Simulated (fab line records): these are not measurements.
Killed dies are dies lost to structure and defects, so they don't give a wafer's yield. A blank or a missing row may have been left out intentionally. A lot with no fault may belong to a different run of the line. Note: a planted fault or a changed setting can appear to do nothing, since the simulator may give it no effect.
Which tool did it? + flow sky130 + 21 wafers sampled from 7 lots at 1 step of a route of 708

== WHAT THE GAUGES SHOWED, per wafer ==
SKY_VT_ADJUST_PCH_OVL_MEAS_07.
| lot  | measured     | on         | VT_ADJUST_PCH_OVL (nm) |
|------|--------------|------------|------------------------|
| L707 | day 10 19:08 | overlay-01 | 2.4 2.4 1.6            |
| L708 | day 11 05:00 | overlay-02 | 4.4 3.1 3.0            |
| L712 | day 12 06:39 | overlay-02 | 2.5 1.8 1.6            |
| L722 | day 15 02:50 | overlay-01 | 0.3 2.2 1.5            |
| L724 | day 15 20:40 | overlay-01 | 1.0 0.4 -0.5           |
| L726 | day 17 00:20 | overlay-01 | 0.4 -0.5 0.2           |
| L728 | day 18 01:11 | overlay-02 | 2.5 0.9 1.0            |

== WHAT TOOL EACH LOT RAN ON (gives the tool, then ch and the chambers of the sampled wafers, and finally the start) ==
Record: no process step prior to these readings.

== THE ANSWER, worked out from the rows above alone ==
Rule: usual is defined by the lots themselves. The widest of any qualifying gaps counts: lots, ordered by their means at a reading, are off when they make up no more than a third of the lots, leave a main group of 4 or more, and stand apart from it by 3 or more times the standard deviation of that group's means. If all means in a main group match to the digits the tables above print for the reading, that group is not used. Also off: a lot with no number at a reading for which 4 or more lots have one. Where the step has rows for the other lots, those lots are counted as sound.
Nothing can be told from this: no lot is off at any reading shown.

== WHAT THE SIMULATOR HAD PUT IN ==
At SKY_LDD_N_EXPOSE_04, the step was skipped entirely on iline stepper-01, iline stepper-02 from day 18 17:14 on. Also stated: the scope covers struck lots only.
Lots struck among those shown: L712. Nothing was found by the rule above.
